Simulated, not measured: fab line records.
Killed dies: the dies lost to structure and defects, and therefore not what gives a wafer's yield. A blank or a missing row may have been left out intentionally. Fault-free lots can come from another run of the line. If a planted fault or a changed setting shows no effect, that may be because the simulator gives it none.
fab line records | flow sky130
record: lots: 5 | wafers: 14 | last-day: 50
route steps=708 shown VIA2@527 METAL3@532 CAPM@537 PAD_OPEN@708
lots with no fault: from the same line, run without faults
start-h: the number of hours between the record's first day and the start of the first shown wafer of the lot | wait-h: hours from the lot's prior step to this one | " same as the row above | L1.1+2: one row covering several wafers at once | - no value, or no start was given | * or withheld: withheld | < > ~ a bound
route shown NAME@n: a module of which the file shows steps, and the number in the route of the first | usual: mean/standard deviation taken from wafers without a fault | same: alike in all rows | chamber/n: place in a boat | sites: each site's reading | _std_site: their standard deviation | _edge_site: the outer-site mean with the inner-site mean subtracted | radius-mm: how far each site lies from the wafer's centre | mask NAME#n: copy n | behind: the tool/chamber that last shaped the wafer | hold: why the lot went on hold/how many hours it stayed there/how the hold came to an end | device: the transistor (n, p or np) that didn't switch | end of line: the route-end tests of the same wafers | a step given without rows: its recipe and nothing more | killed: the dies lost at the first sort to structure and to defects; this is not the yield of the wafer | map: a wafer's dies, x killed, . not, _ none there
set.NAME: setting as actually run; set.NAME@STEP: the setting as run at that earlier step | model.NAME: the simulator's own value behind a step, which no gauge read
certain route steps with their lots: each step a table, each wafer a row
services: the hour from which a tool's chamber was out of use, counted from the record's first day as start-h (under 0 if before that day), plus the number of hours and why
== steps ==
step: SKY_VIA2_SPUTTER_20
recipe: material: TiN | target-thk-nm: 20 | chamber-pressure-pa: 5 | power-w: 4000 | time-s: 80
step: SKY_VIA2_CVD_21
recipe: material: W | target-thk-nm: 420 | time-s: 126.4 | temp-c: 400 | pressure-torr: 40
step: SKY_VIA2_CMP_24
recipe: stop-on: SiO2 | t-overpolish-s: 20 | down-force-psi: 3.5 | platen-rpm: 60 | target-thk-nm: 0 | pad-velocity-m-s: 0.94248
step: SKY_METAL3_SPUTTER_00
recipe: material: Ti | target-thk-nm: 15 | power-w: 3000 | time-s: 10 | chamber-pressure-pa: 0.4
step: SKY_METAL3_SPUTTER_01
recipe: material: TiN | target-thk-nm: 20 | power-w: 6500 | time-s: 16.7 | chamber-pressure-pa: 0.4
step: SKY_METAL3_SPUTTER_02
recipe: material: AlCu | target-thk-nm: 735 | power-w: 10600 | time-s: 39.1 | chamber-pressure-pa: 0.4
step: SKY_METAL3_SPUTTER_03
recipe: material: Ti | target-thk-nm: 5 | power-w: 3000 | time-s: 3.3 | chamber-pressure-pa: 0.4
step: SKY_METAL3_SPUTTER_04
recipe: material: TiN | target-thk-nm: 70 | power-w: 6500 | time-s: 58.3 | chamber-pressure-pa: 0.4
step: SKY_CAPM_CVD_00
recipe: material: SiO2 | target-thk-nm: 15.5 | temp-c: 400 | time-s: withheld | rf-w: 450
step: SKY_CAPM_SPUTTER_02
recipe: material: TiN | target-thk-nm: 200 | temp-c: 300 | power-w: 6500 | time-s: 166.7 | chamber-pressure-pa: 0.4
usual: throttle-valve-pct: 30.1/0.89
lot.wafer | tool           | chamber | start-h | wait-h | throttle-valve-pct | model.TiN_of_CAPM_SPUTTER_02.thk-nm
L467.2    | pvd-sputter-02 | -       | 849.36  | 0.0    | 30.4               | 198.4
L467.4    | "              | -       | "       | "      | 30.8               | 197.7
L467.6    | "              | -       | "       | "      | 30.8               | 199.7
L469.2    | pvd-sputter-01 | -       | 861.46  | 0.0    | 30.1               | 199.2
L469.4    | "              | -       | "       | "      | 30.0               | 198.3
L469.6    | "              | -       | "       | "      | 30.2               | 198.5
L484.4    | pvd-sputter-01 | -       | 975.80  | 0.0    | 29.9               | 150.4
L484.5    | "              | -       | "       | "      | 30.4               | 200.6
L484.6    | "              | -       | "       | "      | 31.3               | 199.7
L483.2    | pvd-sputter-01 | -       | 978.62  | 0.0    | 31.4               | 154.3
L483.5    | "              | -       | "       | "      | 30.1               | 202.2
L483.6    | "              | -       | "       | "      | 30.1               | 202
L487.4    | pvd-sputter-01 | -       | 997.55  | 0.0    | 30.1               | 149.6
L487.6    | "              | -       | "       | "      | 31.4               | 201.7
step: SKY_CAPM_RS_MEAS_03
recipe: thk-meas-gauge: four-point-probe | reads: TiN_of_CAPM_SPUTTER_02
usual: CAPM_TIN_RS: 6.92/0.081
lot.wafer | tool          | chamber | start-h | wait-h | CAPM_TIN_RS[ohm/sq]
L467.2    | film-metro-03 | -       | 849.49  | 0.1    | 6.97
L467.4    | "             | -       | "       | "      | 7.00
L467.6    | "             | -       | "       | "      | 6.93
L469.2    | film-metro-02 | -       | 861.59  | 0.1    | 6.92
L469.4    | "             | -       | "       | "      | 6.98
L469.6    | "             | -       | "       | "      | 6.97
L484.4    | film-metro-02 | -       | 975.97  | 0.1    | 9.27
L484.5    | "             | -       | "       | "      | 6.89
L484.6    | "             | -       | "       | "      | 6.92
L483.2    | film-metro-02 | -       | 978.75  | 0.1    | 9.02
L483.5    | "             | -       | "       | "      | 6.82
L483.6    | "             | -       | "       | "      | 6.84
L487.4    | film-metro-02 | -       | 997.72  | 0.1    | 9.32
L487.6    | "             | -       | "       | "      | 6.87
step: SKY_CAPM_THK_MEAS_04
recipe: thk-meas-gauge: xrf | reads: TiN_of_CAPM_SPUTTER_02
usual: CAPM_TIN_THK: 200.1/2.5
lot.wafer | tool          | chamber | start-h | wait-h | CAPM_TIN_THK[nm]
L467.2    | film-metro-03 | -       | 849.60  | 0.1    | 201.8
L467.4    | "             | -       | "       | "      | 199.7
L467.6    | "             | -       | "       | "      | 202.7
L469.2    | film-metro-02 | -       | 861.70  | 0.1    | 199.6
L469.4    | "             | -       | "       | "      | 198.9
L469.6    | "             | -       | "       | "      | 198.0
L484.4    | film-metro-02 | -       | 976.06  | 0.1    | 149.4
L484.5    | "             | -       | "       | "      | 198.8
L484.6    | "             | -       | "       | "      | 197.7
L483.2    | film-metro-02 | -       | 978.86  | 0.1    | 153.2
L483.5    | "             | -       | "       | "      | 199.8
L483.6    | "             | -       | "       | "      | 200.4
L487.4    | film-metro-02 | -       | 997.81  | 0.1    | 148.3
L487.6    | "             | -       | "       | "      | 199.5
step: SKY_CAPM_DEHYDRATE_05
recipe: temp-c: 200 | time-s: 60
step: SKY_CAPM_HMDS_06
recipe: prime-time-s: 60 | prime-temp-c: 120
step: SKY_CAPM_COAT_07
recipe: resist: NOVOLAK | spin-rpm: 3000 | resist-thk-nm: 1140
step: SKY_CAPM_SOFTBAKE_08
recipe: temp-c: 90 | time-s: 60 | resist: NOVOLAK
step: SKY_CAPM_EXPOSE_09
recipe: mask-id: CAPM | na: 0.6 | source-shape: conventional | sigma-outer: 0.6 | polarization: unpolarized | target-cd-nm: 1000 | dose-mj: 159
step: SKY_CAPM_PEB_10
recipe: temp-c: withheld | time-s: * | resist: NOVOLAK
step: SKY_CAPM_DEVELOP_11
recipe: resist: NOVOLAK | developer: TMAH | develop-time-s: 60 | dev-temp-c: 23
step: SKY_CAPM_METAL_ETCH_13
recipe: target-depth-nm: 220 | stop-on: SiO2 | chemistry: Cl2/BCl3 | target: TiN | pressure-mtorr: 10 | icp-w: 900 | bias-w: 48.5 | Cl2_flow_sccm: 60 | bcl3-flow-sccm: 30 | time-s: 62.9
usual: drypump-motor-current-A: 5.9/0.47 | oes-product-au: 0.941/0.0083 | throttle-valve-pct: 21.903/0.0099
same: time-s: 62.9
lot.wafer | tool         | chamber | start-h | wait-h | drypump-motor-current-A | oes-product-au | rf-hours-counter-h | throttle-valve-pct
L467.2    | rie-metal-01 | 1       | 875.52  | 0.0    | 5.4                     | 0.940          | 12                 | 21.906
L467.4    | "            | 1       | "       | "      | 5.3                     | 0.938          | -                  | 21.924
L467.6    | "            | 1       | "       | "      | 5.3                     | 0.935          | -                  | 21.903
L469.2    | rie-metal-01 | 0       | 887.47  | 0.0    | 5.5                     | 0.934          | 13                 | 21.906
L469.4    | "            | 0       | "       | "      | 5.5                     | 0.939          | -                  | 21.900
L469.6    | "            | 0       | "       | "      | 5.5                     | 0.935          | -                  | 21.895
L484.4    | rie-metal-03 | 1       | 999.09  | 0.0    | 6.1                     | 0.807          | -                  | 21.979
L484.5    | "            | 1       | "       | "      | 6.1                     | 0.945          | -                  | 21.886
L484.6    | "            | 0       | "       | "      | 5.5                     | 0.938          | -                  | 21.888
L483.2    | rie-metal-03 | 1       | 1001.91 | 0.0    | 6.1                     | 0.809          | 14                 | 21.986
L483.5    | "            | 0       | "       | "      | 5.4                     | 0.950          | -                  | 21.910
L483.6    | "            | 1       | "       | "      | 6.1                     | 0.950          | -                  | 21.904
L487.4    | rie-metal-01 | 1       | 1020.99 | 0.0    | 5.3                     | 0.794          | -                  | 21.994
L487.6    | "            | 1       | "       | "      | 5.3                     | 0.947          | -                  | 21.906
step: SKY_CAPM_STRIP_14
recipe: chemistry: O2/N2 | power-w: 1400 | pressure-mtorr: 1500 | platen-temp-c: withheld | o2-flow-sccm: 3000 | n2-flow-sccm: 300 | overash-fraction: 0.5
step: SKY_CAPM_STRIP_15
recipe: chemistry: post-etch-residue-remover | time-s: 1200 | temp-c: 72.5
step: SKY_CAPM_CLEAN_16
recipe: chemistry: IPA | time-s: 180 | temp-c: 25
step: SKY_CAPM_CLEAN_17
recipe: chemistry: O3/DIW | dry: n2-spin
step: SKY_METAL3_DEHYDRATE_05
recipe: temp-c: 200 | time-s: 60
step: SKY_METAL3_HMDS_06
recipe: prime-time-s: 60 | prime-temp-c: 120
step: SKY_METAL3_COAT_07
recipe: resist: BARC | temp-c: withheld | time-s: withheld | spin-rpm: 3000 | resist-thk-nm: 60
step: SKY_METAL3_COAT_08
recipe: resist: KrF-thick | spin-rpm: 3000 | resist-thk-nm: 1140
step: SKY_METAL3_SOFTBAKE_09
recipe: temp-c: 100 | time-s: 90 | resist: KrF-thick
step: SKY_METAL3_EXPOSE_10
recipe: mask-id: MM3 | na: 0.68 | source-shape: annular | sigma-inner: 0.4 | sigma-outer: 0.8 | target-cd-nm: 300 | dose-mj: 28
step: SKY_METAL3_PEB_11
recipe: peb-temp-c: withheld | peb-time-s: withheld | resist: KrF-thick
step: SKY_METAL3_DEVELOP_12
recipe: develop-time-s: 60 | resist: KrF-thick | dev-temp-c: 21
step: SKY_METAL3_DESCUM_15
recipe: chemistry: O2 | source-power-w: 150 | bias-power-w: 0 | pressure-mtorr: 10 | temp-c: 40 | time-s: 8
step: SKY_METAL3_ETCH_16
recipe: chemistry: N2/H2 | target: BARC | ion-energy-ev: 200 | bias-w: 100 | pressure-mtorr: 30 | n2-flow-sccm: 100 | h2-flow-sccm: 200 | icp-w: 500 | stop-on: SiO2 | time-s: 88.2 | target-depth-a: 600
step: SKY_METAL3_ETCH_17
recipe: target: SiO2 | stop-on: TiN | chemistry: C4F8/O2/Ar | source-w: 1500 | bias-w: 1200 | pressure-mtorr: 40 | c4f8-flow-sccm: withheld | O2_flow_sccm: 6 | Ar_flow_sccm: 300 | time-s: 3.9 | target-depth-a: 150
step: SKY_METAL3_METAL_ETCH_18
recipe: target-depth-a: 8450 | stop-on: SiO2 | over-etch-frac: 0.3 | time-s: 183.1 | chemistry: Cl2/BCl3 | resist-sidewall-deg: 88 | pressure-mtorr: 10 | icp-w: 900 | bias-w: 48.5 | Cl2_flow_sccm: 60 | bcl3-flow-sccm: 30
step: SKY_METAL3_STRIP_20
recipe: chemistry: post-etch-residue-remover | time-s: 1200 | temp-c: 72.5
same: time-s: 1200
lot.wafer | tool         | chamber | start-h | wait-h | model.TiN_of_CAPM_SPUTTER_02.thk-nm
L467.2    | wet-bench-04 | 3       | 901.99  | 0.1    | 197.6
L467.4    | "            | 3       | "       | "      | 196.9
L467.6    | "            | 3       | "       | "      | 198.9
L469.2    | wet-bench-04 | 3       | 913.51  | 0.1    | 198.4
L469.4    | "            | 3       | "       | "      | 197.4
L469.6    | "            | 3       | "       | "      | 197.6
L484.4    | wet-bench-02 | 0       | 1024.05 | 0.0    | 149.6
L484.5    | "            | 0       | "       | "      | 199.8
L484.6    | "            | 0       | "       | "      | 198.8
L483.2    | wet-bench-01 | 3       | 1026.26 | 0.1    | 153.5
L483.5    | "            | 3       | "       | "      | 201.4
L483.6    | "            | 3       | "       | "      | 201.1
L487.4    | wet-bench-02 | 0       | 1044.93 | 0.0    | 148.8
L487.6    | "            | 0       | "       | "      | 200.8
step: SKY_PAD_OPEN_PROBE_99
usual: defect-limited-yield: 82.4/1.9 | killed_at_M0_to_M3: 44/7.5 | killed_at_M4_up: 3.2/1.9 | killed-at-contacts: 23/4.7 | killed-at-front-end: 15/4.7 | killed-at-other: 0.4/0.66 | killed-dies: 87/9.3 | killed-open: 47/7.2 | killed-short: 39/6.5 | sort_bin_3_pad_short: 0.8/0.39 | sort_bin_5_function: 10.5/1.4 | sort_bin_6_memory: 6.3/1.2 | sort-n-pass: 405/9.3 | sort-yield-pct: 82.4/1.9
same: gross-dies: 492 | killed-at-back-side: 0 | sort_bin_4_leakage[%]: 0 | sort_bin_8_speed[%]: 0
lot.wafer | tool      | chamber | start-h | wait-h | defect-limited-yield[%] | killed_at_M0_to_M3 | killed_at_M4_up | killed-at-contacts | killed-at-front-end | killed-at-other | killed-dies | killed-open | killed-short | sort_bin_3_pad_short[%] | sort_bin_5_function[%] | sort_bin_6_memory[%] | sort-n-pass | sort-yield-pct[%] | model.etest.cap-mim.plate-ohm-sq | model.etest.cap-mim.bv-v | model.etest.cap-mim.leak-log10-a-cm2
L467.2    | prober-02 | -       | 1074.95 | 0.1    | 85.6                    | 26                 | 4               | 25                 | 16                  | 0               | 71          | 43          | 28           | 0.6                     | 7.1                    | 6.7                  | 421         | 85.6              | 6.045                            | 13.55                    | -8.901
L467.4    | prober-02 | -       | 1075.05 | 0.2    | 83.1                    | 45                 | 4               | 18                 | 16                  | 0               | 83          | 43          | 40           | 1.6                     | 11.4                   | 3.9                  | 409         | 83.1              | 6.095                            | 13.98                    | -8.984
L467.6    | prober-02 | -       | 1075.15 | 0.2    | 84.1                    | 43                 | 3               | 17                 | 15                  | 0               | 78          | 34          | 44           | 1.0                     | 10.6                   | 4.3                  | 414         | 84.1              | 5.998                            | 14                       | -9.122
L469.2    | prober-02 | -       | 1086.09 | 0.1    | 80.1                    | 47                 | 5               | 27                 | 19                  | 0               | 98          | 45          | 53           | 0.6                     | 10.4                   | 8.9                  | 394         | 80.1              | 6.048                            | 14.25                    | -9.096
L469.4    | prober-02 | -       | 1086.19 | 0.2    | 81.5                    | 45                 | 2               | 30                 | 14                  | 0               | 91          | 43          | 48           | 1.0                     | 8.9                    | 8.5                  | 401         | 81.5              | 6.113                            | 14.14                    | -8.959
L469.6    | prober-02 | -       | 1086.29 | 0.2    | 83.7                    | 47                 | 1               | 19                 | 13                  | 0               | 80          | 47          | 33           | 1.0                     | 8.5                    | 6.7                  | 412         | 83.7              | 6.026                            | 14.28                    | -8.972
L484.4    | prober-02 | -       | 1173.63 | 0.2    | 80.7                    | 58                 | 6               | 20                 | 11                  | 0               | 95          | 51          | 44           | 1.2                     | 11.4                   | 6.7                  | 397         | 80.7              | 7.956                            | 12.8                     | -8.347
L484.5    | prober-02 | -       | 1173.68 | 0.2    | 81.9                    | 42                 | 2               | 27                 | 18                  | 0               | 89          | 56          | 32           | 0.6                     | 10.0                   | 7.5                  | 403         | 81.9              | 5.943                            | 13.82                    | -8.945
L484.6    | prober-02 | -       | 1173.73 | 0.2    | 82.7                    | 36                 | 2               | 28                 | 18                  | 1               | 85          | 43          | 40           | 0.8                     | 10.6                   | 5.9                  | 407         | 82.7              | 5.981                            | 13.72                    | -8.844
L483.2    | prober-01 | -       | 1174.41 | 0.1    | 80.9                    | 41                 | 4               | 26                 | 23                  | 0               | 94          | 60          | 34           | 1.0                     | 11.0                   | 7.1                  | 398         | 80.9              | 7.762                            | 12.52                    | -8.123
L483.5    | prober-01 | -       | 1174.56 | 0.2    | 83.1                    | 45                 | 2               | 20                 | 16                  | 0               | 83          | 47          | 35           | 0.6                     | 8.9                    | 7.3                  | 409         | 83.1              | 5.96                             | 13.43                    | -9.024
L483.6    | prober-01 | -       | 1174.61 | 0.2    | 83.9                    | 49                 | 1               | 21                 | 7                   | 1               | 79          | 46          | 33           | 1.0                     | 9.1                    | 5.9                  | 413         | 83.9              | 5.959                            | 13.99                    | -9.026
L487.4    | prober-02 | -       | 1190.10 | 0.2    | 83.9                    | 38                 | 5               | 24                 | 12                  | 0               | 79          | 42          | 37           | 0.4                     | 9.8                    | 5.9                  | 413         | 83.9              | 8.041                            | 12.63                    | -8.535
L487.6    | prober-02 | -       | 1190.20 | 0.2    | 82.9                    | 44                 | 1               | 24                 | 15                  | 0               | 84          | 48          | 36           | 0.8                     | 11.4                   | 4.9                  | 408         | 82.9              | 5.932                            | 13.87                    | -9.224
killed by level:class
L467.2 LI_CONTACT:geometric-particle:open=13 CONTACT:geometric-particle:open=7 VIA1:geometric-particle:open=6 POLY_GATE:geometric-particle:short=5 VIA3:geometric-particle:open=5 FIELD_ISO:geometric-particle:open=4 METAL2:geometric-particle:short=4 FIELD_ISO:geometric-particle:short=3
L467.4 VIA2:geometric-particle:open=11 POLY_GATE:geometric-particle:short=8 LI_CONTACT:geometric-particle:open=7 CONTACT:geometric-particle:open=7 VIA1:geometric-particle:open=7 METAL1:geometric-particle:short=5 METAL2:geometric-particle:short=4 VIA3:geometric-particle:short=4
L467.6 VIA3:geometric-particle:open=8 LI_CONTACT:geometric-particle:open=6 VIA1:geometric-particle:short=6 VIA2:geometric-particle:open=6 VIA3:geometric-particle:short=6 POLY_GATE:geometric-particle:short=5 METAL1:geometric-particle:short=5 LI_CONTACT:geometric-particle:short=4
L469.2 VIA1:geometric-particle:open=12 POLY_GATE:geometric-particle:open=8 METAL3:geometric-particle:short=7 CONTACT:geometric-particle:short=7 LI_CONTACT:geometric-particle:open=7 CONTACT:geometric-particle:open=7 VIA3:geometric-particle:open=6 LOCAL_INTERCONNECT:geometric-particle:short=5
L469.4 CONTACT:geometric-particle:open=11 METAL2:geometric-particle:short=9 VIA1:geometric-particle:open=8 VIA1:geometric-particle:short=6 CONTACT:geometric-particle:short=6 VIA2:geometric-particle:open=5 LOCAL_INTERCONNECT:geometric-particle:short=5 POLY_GATE:geometric-particle:short=4
L469.6 VIA1:geometric-particle:open=14 VIA2:geometric-particle:open=9 VIA1:geometric-particle:short=8 CONTACT:geometric-particle:short=7 VIA3:geometric-particle:open=6 CONTACT:geometric-particle:open=5 FIELD_ISO:geometric-particle:open=4 LI_CONTACT:geometric-particle:open=4
L484.4 VIA1:geometric-particle:open=11 CONTACT:geometric-particle:open=9 VIA2:geometric-particle:open=9 VIA3:geometric-particle:open=8 CONTACT:geometric-particle:short=6 VIA1:geometric-particle:short=6 METAL2:geometric-particle:short=6 METAL4:geometric-particle:short=5
L484.5 CONTACT:geometric-particle:open=16 VIA3:geometric-particle:open=8 VIA1:geometric-particle:open=8 LI_CONTACT:geometric-particle:open=7 METAL1:geometric-particle:short=7 POLY_GATE:geometric-particle:short=5 VIA1:geometric-particle:short=5 FIELD_ISO:geometric-particle:open=4
L484.6 VIA1:geometric-particle:open=10 CONTACT:geometric-particle:open=8 FIELD_ISO:geometric-particle:open=7 LOCAL_INTERCONNECT:geometric-particle:short=7 VIA3:geometric-particle:open=7 LI_CONTACT:geometric-particle:open=6 FIELD_ISO:geometric-particle:short=5 VIA1:geometric-particle:short=5
L483.2 FIELD_ISO:geometric-particle:open=10 CONTACT:geometric-particle:open=9 VIA1:geometric-particle:open=9 VIA2:geometric-particle:open=9 VIA3:geometric-particle:open=8 LI_CONTACT:geometric-particle:open=7 LI_CONTACT:geometric-particle:short=5 FIELD_ISO:geometric-particle:short=4
L483.5 VIA1:geometric-particle:open=9 VIA3:geometric-particle:open=8 LI_CONTACT:geometric-particle:open=7 VIA2:geometric-particle:open=6 POLY_GATE:geometric-particle:open=5 LOCAL_INTERCONNECT:geometric-particle:short=5 METAL2:geometric-particle:short=5 FIELD_ISO:geometric-particle:open=4
L483.6 VIA1:geometric-particle:open=9 CONTACT:geometric-particle:open=9 VIA2:geometric-particle:open=7 VIA3:geometric-particle:open=6 VIA1:geometric-particle:short=5 METAL2:geometric-particle:short=5 VIA2:geometric-particle:short=5 LI_CONTACT:geometric-particle:open=4
L487.4 VIA3:geometric-particle:open=9 CONTACT:geometric-particle:open=7 METAL2:geometric-particle:short=7 LOCAL_INTERCONNECT:geometric-particle:short=6 LI_CONTACT:geometric-particle:open=4 CONTACT:geometric-particle:short=4 VIA2:geometric-particle:short=4 METAL4:geometric-particle:short=4
L487.6 CONTACT:geometric-particle:open=12 VIA3:geometric-particle:open=9 VIA2:geometric-particle:open=7 LI_CONTACT:geometric-particle:open=6 VIA1:geometric-particle:short=5 FIELD_ISO:geometric-particle:short=4 POLY_GATE:geometric-particle:short=4 METAL1:geometric-particle:short=4
== services ==
tool           | chamber | start-h | hours | kind
rie-metal-03   | 1       | 869.59  | 1.9   | repair
rie-metal-01   | 0       | 888.64  | 6.2   | repair
rie-metal-03   | 0       | 899.18  | -     | clean
rie-metal-03   | 0       | 899.18  | 18.5  | scheduled-down
rie-metal-03   | 0       | 899.18  | 18.5  | vent-cycle
rie-metal-01   | 0       | 899.28  | 4.7   | repair
wet-bench-01   | -       | 909.38  | 4.4   | repair
rie-metal-01   | 0       | 933.20  | 41.5  | repair
rie-metal-01   | 1       | 941.49  | 1.2   | repair
wet-bench-02   | -       | 961.60  | 2.0   | repair
pvd-sputter-02 | -       | 966.09  | 4.3   | repair
pvd-sputter-02 | -       | 998.37  | 2.7   | repair
pvd-sputter-02 | -       | 999.21  | 5.1   | repair
pvd-sputter-02 | -       | 1000.78 | 9.7   | repair
pvd-sputter-01 | -       | 1003.60 | 7.8   | repair
pvd-sputter-01 | -       | 1009.42 | 1.0   | repair
rie-metal-01   | -       | 1021.74 | 0.5   | repair
== key ==
first-sign: step: SKY_CAPM_RS_MEAS_03 | reading: CAPM_TIN_RS | direction: up | sigmas: 28 | usual: 6.92 | struck: 9.20
effect: step: SKY_CAPM_THK_MEAS_04 | reading: CAPM_TIN_THK | direction: down | sigmas: 20 | usual: 200.1 | struck: 150.3
effect: step: SKY_CAPM_METAL_ETCH_13 | reading: oes-product-au | direction: down | sigmas: 17 | usual: 0.941 | struck: 0.803
model-effect: step: SKY_CAPM_SPUTTER_02 | value: TiN_of_CAPM_SPUTTER_02.thk-nm | without: 199.7 | struck: 151.4
model-effect: step: SKY_METAL3_STRIP_20 | value: TiN_of_CAPM_SPUTTER_02.thk-nm | without: 198.9 | struck: 150.6
model-effect: step: SKY_PAD_OPEN_PROBE_99 | value: etest.cap-mim.plate-ohm-sq | without: 6.005 | struck: 7.92
met-at SKY_CAPM_SPUTTER_02
struck-wafers L483.2,L484.4,L487.4
onset-between 861.46 975.80
fault: kind: process-parameter-drift | tool: pvd-sputter-01 | chamber: - | onset-h: 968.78 | steps: SKY_CAPM_SPUTTER_02 | channel: target-thk-nm | offset: -48.283 | shape: step | end-h: 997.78 | scope: struck-wafers-only | acts-in: these-recipes-only | stated: 200
